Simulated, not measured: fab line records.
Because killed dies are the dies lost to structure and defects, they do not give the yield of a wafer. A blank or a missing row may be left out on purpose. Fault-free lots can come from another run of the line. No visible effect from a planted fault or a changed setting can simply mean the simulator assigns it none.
Struck lot and sound lot, side by side | flow gf180mcu | 15 steps out of a route of 602
Sound: these wafers, L925.1, L925.2, L925.3. Struck: wafer L934.5; the same lot's L934.3 was not struck, so it is left out; see the end for the cause.
Per side, at each step with rows, come the tool, then ch with its chambers, and then its first start. Under that, the readings that differ: sound wafers | struck wafers | difference of the means | sigmas: that difference in standard deviations of wafers without a fault.
alike: words and numbers the same on both sides, and readings whose means are apart by under 2 such deviations; not compared: readings that were withheld, readings missing a value for some wafer, numbers with overlapping values and no deviation given by the record, and bounds like >300 which may hide the same value.
The two part at a step that has a row with sigmas, a row that says differs or no value, or rows on one side only. Non-overlapping numbers with no deviation appear without sigmas and do not part them. Lack of a reading on every wafer of one side parts them only where that side has two or more wafers.

first, 1 step without rows for these wafers: GF_STI_OXIDATION_01 (stabilise 600 s, purge 300 s, target thk 10 nm).
GF_STI_THK_MEAS_02:
  sound: film_metro-04 at day 2 19:16; struck: film_metro-03 at day 4 14:34
  alike: STI_OXIDATION_THK
then, 1 step without rows for these wafers: GF_STI_CVD_03 (deposits Si3N4 from DCS/NH3, target thk 207.16 nm, time 3551 s).
GF_STI_THK_MEAS_04:
  sound: film_metro-03 at day 2 21:19; struck: film_metro-04 at day 4 17:37
  alike: STI_CVD_03_THK
then, 7 steps without rows for these wafers: GF_STI_DEHYDRATE_05 (time 60 s); GF_STI_HMDS_06 (prime time 60 s); GF_STI_COAT_07 (resist thk 700 nm); GF_STI_SOFTBAKE_08 (time 60 s); GF_STI_EXPOSE_09 (exposes mask COMP, target cd 220 nm); GF_STI_PEB_10 (peb time 90 s); GF_STI_DEVELOP_11 (develop time 60 s).
GF_STI_CD_MEAS_12: target cd 220 nm.
  sound: cd_sem-02 at day 3 09:28; struck: cd_sem-01 at day 5 07:24
  reading    | sound             | struck | difference | sigmas
  cd_nm (nm) | 219.3 219.5 218.8 | 221.6  | +2.4       | +2
GF_STI_ETCH_13: etches the open film in CHF3/O2, stops on Si, target depth 282.31 nm, time 112.9 s.
  sound on rie_diel-03 ch 0,1,2, day 3 09:35; struck on rie_diel-03 ch 1, day 5 07:29
  reading        | sound       | struck  | difference | sigmas
  over_etch_frac | 0.3 0.3 0.3 | 0.32368 | +0.02368   |
  alike: O2_flow_sccm, drypump_motor_current_A, oes_product_au, throttle_valve_pct
  not compared: rf_hours_counter_h
GF_STI_ETCH_14: etches Si in HBr/Cl2/O2, target depth 360 nm, time 102.9 s.
  sound on rie_si-02 ch 0,2,3, day 3 09:40; struck on rie_si-01 ch 2, day 5 07:34
  alike: O2_flow_sccm, drypump_motor_current_A, mfc_cl2_sccm, oes_product_au, throttle_valve_pct
  not compared: rf_hours_counter_h
following that, these wafers have no rows for 1 step: GF_PASSIVATION_PROBE_99.

## WHERE THEY PART
At GF_STI_CD_MEAS_12 and nowhere else, as far as this record goes. Later steps at which nothing parts them and some readings are alike: GF_STI_ETCH_13, GF_STI_ETCH_14.

WHY: what the simulator had put in
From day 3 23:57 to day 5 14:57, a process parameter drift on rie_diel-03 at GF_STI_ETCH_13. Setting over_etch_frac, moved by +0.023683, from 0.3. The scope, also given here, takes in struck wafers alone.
